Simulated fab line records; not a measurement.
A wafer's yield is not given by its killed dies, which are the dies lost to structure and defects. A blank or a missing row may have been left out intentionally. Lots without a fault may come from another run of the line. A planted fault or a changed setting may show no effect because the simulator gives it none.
Which tool was responsible? + flow sky130 + 14 lots with 42 wafers sampled at 4 steps, on a route of 708 steps

## WHAT EACH GAUGE READ, for each wafer
No reading from a measuring or inspecting step in the record can be judged against a usual standard deviation.

## TOOL THAT RAN EACH LOT (tool first, then ch and the chambers of the sampled wafers, then the start)
| lot  | SKY_VIA3_ETCH_14                   | SKY_CAP2M_SPUTTER_02         | SKY_CAP2M_METAL_ETCH_13           | SKY_VIA4_SPUTTER_17          |
|------|------------------------------------|------------------------------|-----------------------------------|------------------------------|
| L297 | rie diel-02 ch 0,1,3, day 39 11:40 | pvd sputter-04, day 39 13:34 | rie metal-01 ch 0,1, day 40 14:34 | pvd sputter-03, day 42 14:46 |
| L298 | rie diel-01 ch 2,3, day 40 17:01   | pvd sputter-02, day 40 18:38 | rie metal-03 ch 0,1, day 41 15:47 | pvd sputter-04, day 43 16:25 |
| L299 | rie diel-03 ch 2,3, day 40 18:34   | pvd sputter-04, day 40 20:13 | rie metal-02 ch 0,1, day 41 17:01 | pvd sputter-04, day 43 16:45 |
| L300 | rie diel-02 ch 0,1,2, day 40 18:53 | pvd sputter-04, day 40 20:29 | rie metal-03 ch 0,1, day 41 17:19 | pvd sputter-03, day 43 17:01 |
| L302 | rie diel-03 ch 2,3, day 40 19:34   | pvd sputter-02, day 40 21:14 | rie metal-01 ch 0,1, day 41 18:53 | pvd sputter-01, day 43 18:52 |
| L304 | rie diel-02 ch 0,3, day 42 06:05   | pvd sputter-01, day 42 07:43 | rie metal-02 ch 1, day 43 06:08   | pvd sputter-03, day 45 04:31 |
| L305 | rie diel-03 ch 0,1,3, day 42 08:16 | pvd sputter-02, day 42 09:52 | rie metal-01 ch 1, day 43 09:02   | pvd sputter-03, day 45 08:43 |
| L313 | rie diel-03 ch 0,1,2, day 44 06:43 | pvd sputter-02, day 44 08:30 | rie metal-02 ch 0, day 45 05:55   | pvd sputter-01, day 47 02:54 |
| L314 | rie diel-03 ch 1,2, day 44 10:22   | pvd sputter-01, day 44 12:04 | rie metal-03 ch 0,1, day 45 09:49 | pvd sputter-03, day 47 06:20 |
| L316 | rie diel-03 ch 0,1,2, day 45 09:20 | pvd sputter-02, day 45 11:31 | rie metal-02 ch 0,1, day 46 08:33 | pvd sputter-03, day 48 03:49 |
| L317 | rie diel-01 ch 0,1,2, day 45 12:46 | pvd sputter-02, day 45 14:34 | rie metal-01 ch 0,1, day 46 11:33 | pvd sputter-01, day 48 06:32 |
| L318 | rie diel-03 ch 1,2,3, day 46 02:07 | pvd sputter-04, day 46 03:43 | rie metal-02 ch 0,1, day 47 00:39 | pvd sputter-01, day 48 17:58 |
| L320 | rie diel-03 ch 1,2,3, day 47 01:19 | pvd sputter-02, day 47 03:02 | rie metal-02 ch 0,1, day 47 22:03 | pvd sputter-03, day 49 12:52 |
| L319 | rie diel-02 ch 1,2,3, day 47 01:40 | pvd sputter-04, day 47 03:19 | rie metal-03 ch 0,1, day 47 22:21 | pvd sputter-01, day 49 13:58 |
- SKY_VIA3_ETCH_14: etches BARC in N2/H2, stops on SiO2, time 45.9 s, target depth 60 nm.
- SKY_CAP2M_SPUTTER_02: material TiN, target thk 200 nm, time 166.7 s.
- SKY_CAP2M_METAL_ETCH_13: etches TiN in Cl2/BCl3, stops on SiO2, target depth 220 nm, time 62.9 s.
- SKY_VIA4_SPUTTER_17: material TiN, target thk 20 nm, time 80 s.

## WHAT THE TOOLS THEMSELVES READ (means of the sampled wafers that have a number; where no wafer has one, the mark that the record gives instead)
SKY_VIA3_ETCH_14. Usual: drypump motor current A 5.5 A, standard deviation 0.37; h2 flow sccm 200.0 sccm, standard deviation 0.56; n2 flow sccm 100.0 sccm, standard deviation 0.3; oes product au 0.855 a.u., standard deviation 0.0049; throttle valve pct 13.225 %, standard deviation 0.0094.
| lot  | tool        | drypump motor current A (A) | h2 flow sccm (sccm) | n2 flow sccm (sccm) | oes product au (a.u.) | throttle valve pct (%) | flag |
|------|-------------|-----------------------------|---------------------|---------------------|-----------------------|------------------------|------|
| L297 | rie diel-02 | 5.9                         | 200.1               | 100.2               | 0.854                 | 13.222                 |      |
| L298 | rie diel-01 | 5.2                         | 200.7               | 100.3               | 0.852                 | 13.228                 |      |
| L299 | rie diel-03 | 5.5                         | 200.0               | 100.0               | 0.851                 | 13.224                 |      |
| L300 | rie diel-02 | 5.9                         | 200.2               | 99.9                | 0.849                 | 13.227                 |      |
| L302 | rie diel-03 | 5.4                         | 199.8               | 100.2               | 0.857                 | 13.231                 |      |
| L304 | rie diel-02 | 5.8                         | 199.4               | 100.2               | 0.851                 | 13.227                 |      |
| L305 | rie diel-03 | 5.3                         | 200.2               | 99.7                | 0.852                 | 13.227                 |      |
| L313 | rie diel-03 | 5.4                         | 199.9               | 100.3               | 0.853                 | 13.230                 |      |
| L314 | rie diel-03 | 5.4                         | 199.7               | 100.3               | 0.860                 | 13.234                 |      |
| L316 | rie diel-03 | 5.5                         | 200.3               | 100.1               | 0.855                 | 13.225                 |      |
| L317 | rie diel-01 | 5.4                         | 200.5               | 100.0               | 0.858                 | 13.224                 |      |
| L318 | rie diel-03 | 5.3                         | 200.4               | 100.2               | 0.857                 | 13.219                 |      |
| L320 | rie diel-03 | 5.4                         | 200.1               | 100.1               | 0.856                 | 13.228                 |      |
| L319 | rie diel-02 | 5.8                         | 200.1               | 99.9                | 0.857                 | 13.230                 |      |

SKY_CAP2M_SPUTTER_02. Usual: cathode dc power W 6500.1 W, standard deviation 1.2; chamber pressure pa 0.4000 Pa, standard deviation 0.0009; substrate temp c 300.03 C, standard deviation 0.2; throttle valve pct 30.1 %, standard deviation 1.2.
| lot  | tool           | cathode dc power W (W) | chamber pressure pa (Pa) | substrate temp c (C) | throttle valve pct (%) | flag |
|------|----------------|------------------------|--------------------------|----------------------|------------------------|------|
| L297 | pvd sputter-04 | 6499.4                 | 0.3992                   | 299.97               | 30.2                   |      |
| L298 | pvd sputter-02 | 6500.6                 | 0.3997                   | 299.86               | 29.8                   |      |
| L299 | pvd sputter-04 | 6499.8                 | 0.3998                   | 300.13               | 30.6                   |      |
| L300 | pvd sputter-04 | 6499.1                 | 0.3995                   | 300.03               | 29.2                   |      |
| L302 | pvd sputter-02 | 6499.6                 | 0.4000                   | 299.97               | 29.4                   |      |
| L304 | pvd sputter-01 | 6498.4                 | 0.4007                   | 300.01               | 31.4                   |      |
| L305 | pvd sputter-02 | 6499.4                 | 0.4002                   | 299.87               | 29.9                   |      |
| L313 | pvd sputter-02 | 6500.0                 | 0.4005                   | 299.99               | 30.3                   |      |
| L314 | pvd sputter-01 | 6500.2                 | 0.3998                   | 300.26               | 31.0                   |      |
| L316 | pvd sputter-02 | 6500.3                 | 0.4008                   | 299.82               | 30.4                   |      |
| L317 | pvd sputter-02 | 6500.1                 | 0.3997                   | 300.09               | 29.9                   |      |
| L318 | pvd sputter-04 | 6500.3                 | 0.3993                   | 299.97               | 29.7                   |      |
| L320 | pvd sputter-02 | 6499.9                 | 0.3997                   | 300.12               | 30.3                   |      |
| L319 | pvd sputter-04 | 6500.4                 | 0.4000                   | 300.22               | 29.1                   |      |

SKY_CAP2M_METAL_ETCH_13. Usual: drypump motor current A 6.0 A, standard deviation 0.4; oes product au 0.943 a.u., standard deviation 0.007; throttle valve pct 21.899 %, standard deviation 0.01.
| lot  | tool         | drypump motor current A (A) | oes product au (a.u.) | throttle valve pct (%) | flag |
|------|--------------|-----------------------------|-----------------------|------------------------|------|
| L297 | rie metal-01 | 5.7                         | 0.939                 | 21.894                 |      |
| L298 | rie metal-03 | 6.3                         | 0.948                 | 21.898                 |      |
| L299 | rie metal-02 | 5.6                         | 0.947                 | 21.892                 |      |
| L300 | rie metal-03 | 6.1                         | 0.946                 | 21.893                 |      |
| L302 | rie metal-01 | 5.7                         | 0.944                 | 21.894                 |      |
| L304 | rie metal-02 | 5.3                         | 0.948                 | 21.893                 |      |
| L305 | rie metal-01 | 6.2                         | 0.946                 | 21.889                 |      |
| L313 | rie metal-02 | 6.3                         | 0.944                 | 21.901                 |      |
| L314 | rie metal-03 | 6.1                         | 0.940                 | 21.906                 |      |
| L316 | rie metal-02 | 5.6                         | 0.950                 | 21.887                 |      |
| L317 | rie metal-01 | 6.0                         | 0.947                 | 21.891                 |      |
| L318 | rie metal-02 | 5.6                         | 0.932                 | 21.901                 |      |
| L320 | rie metal-02 | 5.6                         | 0.945                 | 21.899                 |      |
| L319 | rie metal-03 | 6.1                         | 0.939                 | 21.910                 |      |

SKY_VIA4_SPUTTER_17. Usual: cathode dc power W 4000.0 W, standard deviation 0.79; chamber pressure pa 4.999 Pa, standard deviation 0.0096; throttle valve pct 30.4 %, standard deviation 1.2.
| lot  | tool           | cathode dc power W (W) | chamber pressure pa (Pa) | throttle valve pct (%) | flag |
|------|----------------|------------------------|--------------------------|------------------------|------|
| L297 | pvd sputter-03 | 4000.0                 | 4.991                    | 29.5                   |      |
| L298 | pvd sputter-04 | 3999.9                 | 4.998                    | 30.1                   |      |
| L299 | pvd sputter-04 | 4000.8                 | 4.997                    | 30.7                   |      |
| L300 | pvd sputter-03 | 4000.1                 | 4.998                    | 30.2                   |      |
| L302 | pvd sputter-01 | 4000.4                 | 5.007                    | 30.4                   |      |
| L304 | pvd sputter-03 | 3999.5                 | 5.000                    | 30.3                   |      |
| L305 | pvd sputter-03 | 4000.5                 | 4.999                    | 29.9                   |      |
| L313 | pvd sputter-01 | -                      | -                        | -                      | OFF  |
| L314 | pvd sputter-03 | -                      | -                        | -                      | OFF  |
| L316 | pvd sputter-03 | 4000.3                 | 4.996                    | 29.9                   |      |
| L317 | pvd sputter-01 | 4000.3                 | 4.990                    | 30.3                   |      |
| L318 | pvd sputter-01 | 4000.2                 | 5.001                    | 30.8                   |      |
| L320 | pvd sputter-03 | 3999.7                 | 5.006                    | 29.8                   |      |
| L319 | pvd sputter-01 | 4000.2                 | 5.008                    | 31.1                   |      |

## THE ANSWER, worked out from the rows above alone
Rule: take the mean of a lot's wafers that have a number; if it is more than 3 standard deviations from the usual mean, the lot is off. A lot without any number at a reading at which 4 lots or more have one is off too. All remaining lots with rows at the step are treated as sound. After the gauges, taken in route order, come the tools' own readings; for these a lot's mean is taken, as printed above. At the first step where some lot is off, the reading lying furthest off is the one used; lots without a number count as furthest.
Off, at SKY_VIA4_SPUTTER_17 on cathode dc power W: L313, L314. Without a number there: L313, L314.
A tool fits if, at that step or a process step before it, it ran every lot that is off, and no sound lot after the first of them. Not one of the candidates tried fits.

## WHAT THE SIMULATOR PUT IN
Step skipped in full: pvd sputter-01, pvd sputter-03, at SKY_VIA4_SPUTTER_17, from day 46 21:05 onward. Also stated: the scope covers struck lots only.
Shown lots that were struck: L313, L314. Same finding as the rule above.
